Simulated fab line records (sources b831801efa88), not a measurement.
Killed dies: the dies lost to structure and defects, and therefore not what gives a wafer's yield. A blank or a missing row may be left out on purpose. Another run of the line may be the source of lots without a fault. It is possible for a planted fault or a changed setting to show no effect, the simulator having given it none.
Chamber matching || flow sky130 || SKY_VIA4_CMP_02 on cmp-02: 4 sister chambers
The step polishes SiO2. 8 wafers are shown with their chamber, then 7 later ones without.

WAFERS WITH THEIR CHAMBER
{"wafer": "L143.2", "chamber": 2, "motor current A (A)": 12.2}
{"wafer": "L148.1", "chamber": 3, "motor current A (A)": 12.6}
{"wafer": "L148.6", "chamber": 2, "motor current A (A)": 11.8}
{"wafer": "L155.1", "chamber": 0, "motor current A (A)": 10.4}
{"wafer": "L155.2", "chamber": 1, "motor current A (A)": 11.6}
{"wafer": "L155.5", "chamber": 3, "motor current A (A)": 13.6}
{"wafer": "L157.1", "chamber": 1, "motor current A (A)": 12.4}
{"wafer": "L157.3", "chamber": 0, "motor current A (A)": 10.3}

WAFERS WHOSE CHAMBER IS MISSING
{"wafer": "L157.4", "motor current A (A)": 12.0}
{"wafer": "L159.4", "motor current A (A)": 10.0}
{"wafer": "L159.5", "motor current A (A)": 10.5}
{"wafer": "L159.6", "motor current A (A)": 12.3}
{"wafer": "L161.3", "motor current A (A)": 13.0}
{"wafer": "L161.5", "motor current A (A)": 11.6}
{"wafer": "L161.6", "motor current A (A)": 13.0}

EACH ONE'S CHAMBER
{"wafer": "L157.4", "from the rows above": "can't be placed: 1 or 2", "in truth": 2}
{"wafer": "L159.4", "from the rows above": 0, "in truth": 0}
{"wafer": "L159.5", "from the rows above": 0, "in truth": 0}
{"wafer": "L159.6", "from the rows above": "can't be placed: 1 or 2 or 3", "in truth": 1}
{"wafer": "L161.3", "from the rows above": "can't be placed: 3 or 1 or 2", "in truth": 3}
{"wafer": "L161.5", "from the rows above": "can't be placed: 1 or 2 or 0", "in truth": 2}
{"wafer": "L161.6", "from the rows above": "can't be placed: 3 or 1 or 2", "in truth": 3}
Correct placement for 2 of the 7. Unplaceable from these rows: 5, with the true chamber sitting among the candidates in 5. Number placed wrongly: 0.
How it was worked out, from the rows above alone: a wafer's distance from a chamber is the root of the sum, over the readings, of the square of ((its reading less the chamber's mean) divided by the reading's scatter). The wafer belongs to the nearest chamber; if the next one is less than 2 further off, it can't be placed. Each chamber's mean is taken over the wafers shown for it. The scatter: take each reading less its chamber's mean, square it, sum over the shown wafers, divide by the number of wafers less the number of chambers, and take the root.
